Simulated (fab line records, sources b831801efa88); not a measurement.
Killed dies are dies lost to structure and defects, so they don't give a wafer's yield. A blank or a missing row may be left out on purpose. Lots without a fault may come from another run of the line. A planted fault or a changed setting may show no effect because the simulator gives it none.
fab line records | flow sky130
record lots=13 wafers=39 last_day=50
route steps=708 shown SD_N@354 LI_CONTACT@365 PAD_OPEN@708
lots that met no fault: from a run of the same line without faults
start_h: hours from the record's first day to the start of the lot's first wafer shown | wait_h: hours since the lot's step before | " the same as in the row above | L1.1+2: a row that stands for several wafers | - no value, or no start given | * or withheld: withheld | < > ~ a bound
route shown NAME@n: a module of which the file shows steps, and the number in the route of the first | usual: mean/standard deviation of fault-free wafers | same: alike in all rows | chamber/n: place in a boat | sites: the reading at each site | _std_site: their standard deviation | _edge_site: outer sites' mean less inner sites' | radius_mm: how far each site lies from the wafer's centre | mask NAME#n: copy n | behind: the tool/chamber that last shaped the wafer | hold: why the lot was held/for how many hours/how that ended | device: the transistor (n, p or np) that didn't switch | end of line: the same wafers' tests at the end of the route | a step without rows: its recipe alone | killed: dies lost to structure and defects at the first sort, not the wafer's yield | map: a wafer's dies, x killed, . not, _ none there
set.NAME: the setting as run; set.NAME@STEP: as run at that earlier step | model.NAME: the simulator's own value behind a step, which no gauge read
steps of the route over a sample of lots; a table a step, a row a wafer
services: from which hour (start_h, from the record's first day; less than 0 if before it) a tool's chamber was out of use, for how many hours, and why
## steps
# step SKY_SD_N_TW_MEAS_12
# usual SD_N_TW=4012/53
# columns lot.wafer tool chamber start_h wait_h SD_N_TW
L278.1 film_metro-04 - 658.97 0.1 3923
L278.2 " - " " 3913
L278.5 " - " " 3928
L282.2 film_metro-02 - 681.63 0.1 4005
L282.4 " - " " 3998
L282.5 " - " " 3983
L283.2 film_metro-04 - 698.13 0.1 3932
L283.3 " - " " 3946
L283.5 " - " " 3940
L284.3 film_metro-04 - 707.89 0.1 3960
L284.4 " - " " 3971
L284.5 " - " " 3965
L287.1 film_metro-04 - 724.87 0.1 3942
L287.2 " - " " 3915
L287.6 " - " " 3928
L290.2 film_metro-02 - 747.73 0.1 3995
L290.4 " - " " 3998
L290.5 " - " " 3963
L291.1 film_metro-04 - 756.07 0.1 3935
L291.2 " - " " 3928
L291.4 " - " " 3961
L292.1 film_metro-01 - 769.22 0.1 4039
L292.3 " - " " 4047
L292.5 " - " " 4061
L297.1 film_metro-01 - 792.57 0.1 4043
L297.4 " - " " 4041
L297.5 " - " " 4061
L298.3 film_metro-01 - 799.29 0.1 4061
L298.5 " - " " 4046
L298.6 " - " " 4051
L299.3 film_metro-01 - 803.59 0.1 4053
L299.4 " - " " 4066
L299.5 " - " " 4048
L300.1 film_metro-01 - 808.42 0.1 4079
L300.3 " - " " 4052
L300.4 " - " " 4049
L301.1 film_metro-01 - 819.67 0.1 4071
L301.2 " - " " 4063
L301.3 " - " " 4075
# step SKY_LI_CONTACT_BOW_MEAS_03
# recipe mode=bow
# usual LI_CONTACT_BOW=56/6.4
# columns lot.wafer tool chamber start_h wait_h LI_CONTACT_BOW[um]
L278.1 film_metro-01 - 660.09 0.2 61
L278.2 " - " " 50
L278.5 " - " " 62
L282.2 film_metro-01 - 682.82 0.2 54
L282.4 " - " " 58
L282.5 " - " " 54
L283.2 film_metro-01 - 699.26 0.1 52
L283.3 " - " " 63
L283.5 " - " " 59
L284.3 film_metro-01 - 709.04 0.3 49
L284.4 " - " " 55
L284.5 " - " " 47
L287.1 film_metro-02 - 726.00 0.1 55
L287.2 " - " " 47
L287.6 " - " " 64
L290.2 film_metro-01 - 749.31 0.1 63
L290.4 " - " " 51
L290.5 " - " " 57
L291.1 film_metro-01 - 757.19 0.1 55
L291.2 " - " " 43
L291.4 " - " " 50
L292.1 film_metro-02 - 770.35 0.1 56
L292.3 " - " " 63
L292.5 " - " " 59
L297.1 film_metro-04 - 793.69 0.1 65
L297.4 " - " " 58
L297.5 " - " " 80
L298.3 film_metro-04 - 800.44 0.1 50
L298.5 " - " " 57
L298.6 " - " " 57
L299.3 film_metro-01 - 804.74 0.2 55
L299.4 " - " " 64
L299.5 " - " " 53
L300.1 film_metro-01 - 809.54 0.1 55
L300.3 " - " " 53
L300.4 " - " " 64
L301.1 film_metro-04 - 820.79 0.2 54
L301.2 " - " " 58
L301.3 " - " " 45
# step SKY_LI_CONTACT_CVD_21
# recipe material=W target_thk_nm=400 time_s=120.56 temp_c=400 pressure_torr=40
# usual heater_power_w=892/65
# columns lot.wafer tool chamber start_h wait_h heater_power_w
L278.1 cvd_w-02 1 688.78 0.0 835
L278.2 " 0 " " 985
L278.5 " 0 " " 984
L282.2 cvd_w-02 0 711.63 0.0 986
L282.4 " 0 " " 1009
L282.5 " 0 " " 963
L283.2 cvd_w-01 0 729.12 0.0 889
L283.3 " 0 " " 858
L283.5 " 1 " " 879
L284.3 cvd_w-01 1 738.41 0.1 876
L284.4 " 0 " " 892
L284.5 " 0 " " 854
L287.1 cvd_w-01 0 753.42 0.0 864
L287.2 " 1 " " 889
L287.6 " 0 " " 847
L290.2 cvd_w-02 0 776.65 0.0 984
L290.4 " 1 " " 818
L290.5 " 0 " " 1000
L291.1 cvd_w-01 1 784.97 0.0 859
L291.2 " 0 " " 869
L291.4 " 0 " " 877
L292.1 cvd_w-01 1 797.34 0.0 857
L292.3 " 1 " " 881
L292.5 " 1 " " 881
L297.1 cvd_w-02 1 821.20 0.0 839
L297.4 " 1 " " 840
L297.5 " 1 " " 829
L298.3 cvd_w-01 0 827.10 0.1 901
L298.5 " 0 " " 864
L298.6 " 1 " " 898
L299.3 cvd_w-02 0 830.82 0.1 991
L299.4 " 1 " " 818
L299.5 " 1 " " 837
L300.1 cvd_w-01 0 836.43 0.0 881
L300.3 " 0 " " 880
L300.4 " 0 " " 870
L301.1 cvd_w-01 0 847.08 0.0 872
L301.2 " 0 " " 881
L301.3 " 0 " " 867
# step SKY_LI_CONTACT_CMP_24
# recipe stop_on=PSG t_overpolish_s=20 down_force_psi=3.5 platen_rpm=60 target_thk_nm=0 pad_velocity_m_s=0.94248
# usual edge_zone_pressure_frac=1.000/0.0052 head_pressure_psi=3.499/0.0074 motor_current_A=11.1/1.4 overpolish_run_s=20.001/0.0095 slurry_flow_ml_min=149.9/0.48 t_overpolish_s=20/0 time_to_endpoint_s=97/3.9
# columns lot.wafer tool chamber start_h wait_h edge_zone_pressure_frac head_pressure_psi motor_current_A overpolish_run_s slurry_flow_ml_min t_overpolish_s time_to_endpoint_s
L278.1 cmp-01 3 689.24 0.2 0.995 3.495 11.8 20.007 150.7 20 99
L278.2 " 0 " " 1.003 3.511 10.9 20.018 149.9 20 93
L278.5 " 2 " " 1.001 3.490 8.6 20.007 150.3 20 93
L282.4 cmp-02 1 711.99 0.1 0.994 3.516 13.2 20.014 149.6 20 101
L282.2 " 2 " " 1.008 3.494 11.8 20.000 149.7 20 104
L282.5 " 0 " " 1.012 3.496 10.0 19.990 150.2 20 101
L283.2 cmp-02 2 729.53 0.1 1.002 3.494 11.2 20.001 150.1 20 100
L283.3 " 3 " " 0.998 3.504 9.9 20.001 149.3 20 104
L283.5 " 0 " " 0.998 3.507 10.1 19.995 150.1 20 97
L284.4 cmp-02 0 738.67 0.0 0.996 3.499 10.5 20.006 150.2 20 93
L284.3 " 1 " " 1.008 3.498 13.3 20.021 149.1 20 94
L284.5 " 1 " " 0.999 3.495 13.6 20.002 149.6 20 95
L287.2 cmp-02 2 753.93 0.2 1.000 3.506 11.5 19.998 149.9 20 104
L287.1 " 3 " " 0.998 3.496 10.2 19.998 150.1 20 102
L287.6 " 2 " " 0.998 3.508 11.0 20.016 150.3 20 99
L290.4 cmp-01 1 776.96 0.0 - - - - - - -
L290.2 " 2 " " - - - - - - -
L290.5 " 1 " " - - - - - - -
L291.1 cmp-02 2 785.28 0.1 - - - - - - -
L291.4 " 3 " " - - - - - - -
L291.2 " 1 " " - - - - - - -
L292.1 cmp-01 2 797.70 0.1 - - - - - - -
L292.3 " 3 " " - - - - - - -
L292.5 " 1 " " - - - - - - -
L297.1 cmp-01 3 821.55 0.1 1.004 3.490 11.3 19.992 149.6 20 101
L297.4 " 0 " " 0.996 3.502 11.4 20.004 150.1 20 91
L297.5 " 2 " " 0.999 3.496 8.6 19.980 150.0 20 96
L298.3 cmp-02 0 827.51 0.2 1.005 3.506 9.7 19.992 150.1 20 95
L298.5 " 1 " " 1.006 3.496 13.8 20.005 150.4 20 93
L298.6 " 2 " " 0.997 3.506 11.5 20.005 150.5 20 97
L299.4 cmp-02 1 831.13 0.1 1.004 3.499 13.0 19.990 150.2 20 97
L299.3 " 2 " " 1.002 3.503 11.5 20.012 150.5 20 100
L299.5 " 0 " " 0.997 3.506 10.1 20.012 150.6 20 97
L300.3 cmp-01 1 836.86 0.0 1.005 3.485 11.6 19.991 150.5 20 93
L300.4 " 3 " " 1.005 3.499 11.8 20.016 150.4 20 96
L300.1 " 0 " " 0.992 3.505 11.6 20.010 149.5 20 89
L301.3 cmp-02 1 847.52 0.0 1.009 3.506 12.8 20.007 150.3 20 101
L301.2 " 2 " " 0.992 3.492 11.5 20.000 150.4 20 106
L301.1 " 3 " " 1.000 3.492 10.1 20.004 149.7 20 103
# step SKY_PAD_OPEN_PROBE_99
# usual killed_at_M0_to_M3=43/7.6 killed_at_M4_up=2.8/1.9 killed_at_contacts=24/4.7 killed_at_front_end=16/4.4 killed_at_other=0.2/0.4 killed_dies=86/9.9 killed_on_rim=17/3.9 killed_open=47/8.2 killed_short=39/6.3
# same gross_dies=492 killed_at_back_side=0
# columns lot.wafer tool chamber start_h wait_h killed_at_M0_to_M3 killed_at_M4_up killed_at_contacts killed_at_front_end killed_at_other killed_dies killed_on_rim killed_open killed_short
L283.2 prober-02 - 1116.26 0.1 43 1 27 14 0 85 22 58 27
L283.3 prober-02 - 1116.31 0.2 56 3 20 11 0 90 17 57 33
L283.5 prober-02 - 1116.41 0.2 41 5 23 15 0 84 19 42 42
L290.2 prober-01 - 1148.78 0.1 55 1 412 24 0 492 96 59 45
L290.4 prober-01 - 1148.88 0.2 31 5 435 21 0 492 96 38 33
L290.5 prober-01 - 1148.93 0.2 38 4 438 11 1 492 96 37 38
L291.1 prober-02 - 1156.59 0.1 49 4 424 15 0 492 96 58 37
L291.2 prober-02 - 1156.64 0.1 35 1 436 19 1 492 96 46 35
L291.4 prober-02 - 1156.74 0.2 33 5 436 18 0 492 96 50 36
L292.1 prober-01 - 1162.88 0.1 35 3 436 18 0 492 96 42 38
L292.3 prober-01 - 1162.98 0.2 46 3 422 21 0 492 96 47 43
L292.5 prober-01 - 1163.08 0.2 53 4 417 18 0 492 96 47 46
# killed by level:class
L283.2 CONTACT:geometric_particle:open=12 VIA1:geometric_particle:open=12 LI_CONTACT:geometric_particle:open=9 FIELD_ISO:geometric_particle:short=7 VIA2:geometric_particle:open=7 VIA3:geometric_particle:open=6 METAL1:geometric_particle:short=4 VIA1:geometric_particle:short=4
L283.3 VIA1:geometric_particle:open=13 VIA2:geometric_particle:open=9 CONTACT:geometric_particle:open=8 VIA3:geometric_particle:open=7 LI_CONTACT:geometric_particle:open=5 METAL2:geometric_particle:short=5 FIELD_ISO:geometric_particle:open=4 FIELD_ISO:geometric_particle:short=4
L283.5 CONTACT:geometric_particle:open=8 VIA1:geometric_particle:open=7 LI_CONTACT:geometric_particle:open=7 METAL1:geometric_particle:short=7 VIA1:geometric_particle:short=7 METAL2:geometric_particle:short=6 VIA2:geometric_particle:open=6 VIA3:geometric_particle:open=5
L290.2 LI_CONTACT:area_cmp=388 CONTACT:geometric_particle:open=16 FIELD_ISO:geometric_particle:open=9 METAL2:geometric_particle:short=9 VIA3:geometric_particle:short=7 VIA1:geometric_particle:open=6 VIA2:geometric_particle:short=6 VIA1:geometric_particle:short=5
L290.4 LI_CONTACT:area_cmp=421 FIELD_ISO:geometric_particle:short=7 VIA1:geometric_particle:open=7 METAL2:geometric_particle:short=7 FIELD_ISO:geometric_particle:open=5 VIA3:geometric_particle:open=5 METAL4:geometric_particle:short=5 POLY_GATE:geometric_particle:short=4
L290.5 LI_CONTACT:area_cmp=417 CONTACT:geometric_particle:open=11 METAL1:geometric_particle:short=8 VIA1:geometric_particle:open=6 CONTACT:geometric_particle:short=5 VIA3:geometric_particle:short=5 VIA3:geometric_particle:open=4 METAL3:geometric_particle:short=4
L291.1 LI_CONTACT:area_cmp=397 VIA1:geometric_particle:open=15 CONTACT:geometric_particle:open=12 LI_CONTACT:geometric_particle:open=8 METAL1:geometric_particle:short=6 VIA1:geometric_particle:short=6 METAL3:geometric_particle:short=5 VIA3:geometric_particle:open=5
L291.2 LI_CONTACT:area_cmp=411 CONTACT:geometric_particle:open=12 LI_CONTACT:geometric_particle:open=7 POLY_GATE:geometric_particle:short=5 VIA2:geometric_particle:open=5 VIA1:geometric_particle:open=5 METAL2:geometric_particle:open=5 POLY_GATE:geometric_particle:open=4
L291.4 LI_CONTACT:area_cmp=406 CONTACT:geometric_particle:open=15 VIA1:geometric_particle:open=9 LI_CONTACT:geometric_particle:open=7 METAL1:geometric_particle:short=7 FIELD_ISO:geometric_particle:short=6 FIELD_ISO:geometric_particle:open=6 LI_CONTACT:geometric_particle:short=5
L292.1 LI_CONTACT:area_cmp=412 CONTACT:geometric_particle:open=9 LI_CONTACT:geometric_particle:open=7 METAL2:geometric_particle:short=7 FIELD_ISO:geometric_particle:short=6 VIA2:geometric_particle:open=6 METAL1:geometric_particle:short=5 FIELD_ISO:geometric_particle:open=3
L292.3 LI_CONTACT:area_cmp=402 VIA1:geometric_particle:open=11 CONTACT:geometric_particle:open=8 VIA2:geometric_particle:open=6 VIA3:geometric_particle:open=6 FIELD_ISO:geometric_particle:open=5 POLY_GATE:geometric_particle:short=5 CONTACT:geometric_particle:short=5
L292.5 LI_CONTACT:area_cmp=399 VIA1:geometric_particle:open=12 METAL2:geometric_particle:short=10 FIELD_ISO:geometric_particle:open=7 VIA2:geometric_particle:open=7 METAL1:geometric_particle:short=7 VIA3:geometric_particle:open=6 LI_CONTACT:geometric_particle:open=5
## services
# columns tool chamber start_h hours kind
cmp-02 - 703.34 2.3 repair
cmp-02 - 706.39 0.6 repair
cvd_w-02 - 715.79 6.9 pm
cmp-01 - 744.00 4.0 pm
cvd_w-01 - 744.86 0.8 repair
cmp-01 - 748.00 - consumable_replace:conditioner
cmp-01 - 748.00 - consumable_replace:pad
cmp-01 - 748.00 8.8 pm
cmp-01 - 814.65 0.2 repair
cvd_w-02 0 833.95 2.4 repair
cmp-02 - 834.68 5.2 pm
cvd_w-01 1 836.17 11.6 repair
## key
first_sign step=SKY_LI_CONTACT_CMP_24 reading=tool_record direction=missing
effect step=SKY_PAD_OPEN_PROBE_99 reading=killed_at_contacts direction=up sigmas=85 usual=24 struck=428
more_kills_born_at SKY_LI_CONTACT_CMP_24@cmp-01=2428 SKY_LI_CONTACT_CMP_24@cmp-02=1209
met_at SKY_LI_CONTACT_CMP_24
struck_lots L290,L291,L292
later_rows_left_out L290.2,L290.4,L290.5,L291.1,L291.2,L291.4,L292.1,L292.3,L292.5
tester_left_out L290,L291,L292
not_acting_at SKY_SD_N_TW_MEAS_12,SKY_LI_CONTACT_BOW_MEAS_03,SKY_LI_CONTACT_CVD_21
onset_between 753.93 776.96
fault kind=skipped_step_whole tool=cmp-01,cmp-02 chamber=- onset_h=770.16 steps=SKY_LI_CONTACT_CMP_24 scope=struck_lots_only
# tester_left_out: of these lots the tester's yield and bins aren't shown, on N5 and GAA mostly nor the transistor test; their killed dies are dies lost to structure and defects alone, not to doping, threshold or leakage, so they don't give the yield
# later_rows_left_out: the simulator's readings of these wafers behind a module that went badly wrong aren't trusted and aren't shown, but for the sort
